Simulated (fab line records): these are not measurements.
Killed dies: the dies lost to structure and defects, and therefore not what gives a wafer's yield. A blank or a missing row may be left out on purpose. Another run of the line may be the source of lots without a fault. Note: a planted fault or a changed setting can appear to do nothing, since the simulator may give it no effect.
Comparing a struck lot with a sound one / flow gf180mcu / 16 out of 602 route steps
Sound: the wafers L461.1, L461.2, L461.4. Struck: wafers L458.3, L458.5, L458.6. At the end, the cause is stated.
Per side, at each step with rows, come the tool, then ch with its chambers, and then its first start. Under that, the readings that differ: sound wafers / struck wafers / difference of the means / sigmas: that difference in standard deviations of wafers without a fault.
alike: readings with means less than 2 such deviations apart, plus words and numbers identical on both sides. not compared: withheld readings, readings lacking a value on some wafer, bounds such as >300 that could conceal the same value, and numbers that have no deviation in the record and whose values overlap.
Wherever a step has rows on one side only, a row that says differs or no value, or a row with sigmas, the two part there. When numbers do not overlap yet have no deviation, they are printed without sigmas and do not part them. Lack of a reading on every wafer of one side parts them only where that side has two or more wafers.

GF_V1_CMP_04: polishes SiO2.
  sound on cmp-01 ch 0,1,3, day 24 10:34; struck on cmp-02 ch 0,3, day 23 17:18
reading=motor-current-A (A); sound=12.7 11.5 12.7; struck=10.4 10.6 10.4; difference=-1.8; sigmas=-2
  alike: time-to-endpoint-s
GF_V1_BOW_MEAS_05:
  sound on film-metro-01, day 24 10:52; struck on film-metro-01, day 23 17:35
  alike: V1_BOW
then, 8 steps without rows for these wafers: GF_V1_DEHYDRATE_06 (time 60 s); GF_V1_HMDS_07 (prime time 60 s); GF_V1_COAT_08; GF_V1_COAT_09 (resist thk 1000 nm); GF_V1_SOFTBAKE_10 (time 60 s); GF_V1_EXPOSE_11 (exposes mask Via1, target cd 260 nm); GF_V1_PEB_12 (peb time 90 s); GF_V1_DEVELOP_13 (develop time 60 s).
GF_V1_CD_MEAS_14 targets a cd of 260 nm.
  sound on cd-sem-02, day 25 08:05; struck on cd-sem-01, day 24 16:11
  alike: cd-nm
GF_V1_OVL_MEAS_15:
  sound on overlay-01, day 25 11:23; struck on overlay-01, day 24 16:16
reading=V1_OVL (nm); sound=7 4 3; struck=-12 -7 -12; difference=-15; sigmas=-3
GF_V1_ETCH_16: etches BARC in N2/H2.
  sound on rie-diel-02 ch 1,2,3, day 25 11:25; struck on rie-diel-02 ch 1,2, day 24 16:18
  no value came back on the struck wafers for any of 5 readings (bias-w (W), chamber-pressure-mTorr (mTorr) and others); on the sound wafers bias-w (W) reads 100.43 99.70 99.71
GF_V1_ETCH_17: etches SiO2 in C4F8/O2/Ar, stops on TiN, target depth 630 nm.
  sound on rie-diel-02 ch 1,2,3; struck on rie-diel-02 ch 1,2
reading=oes-product-au (a.u.); sound=0.855 0.848 0.857; struck=0.371 0.370 0.380; difference=-0.480; sigmas=-99 or more
  alike: bias-w, chamber-pressure-mTorr
GF_V1_STRIP_18: strips in O2/N2.
  sound on plasma-asher-02 ch 0,1, day 25 11:33; struck on plasma-asher-01 ch 0,1, day 24 16:28
  alike: drypump-motor-current-A, heater-power-w, oes-product-au
  not compared: rf-hours-counter-h
then, 1 step without rows for these wafers: GF_V1_STRIP_19 (strips in post etch residue remover, time 1200 s).

WHERE THEY PART
At GF_V1_CMP_04 first; at GF_V1_ETCH_17 last (within this record only). Later steps at which nothing parts them and some readings are alike: GF_V1_STRIP_18.

WHY: what had been put in by the simulator
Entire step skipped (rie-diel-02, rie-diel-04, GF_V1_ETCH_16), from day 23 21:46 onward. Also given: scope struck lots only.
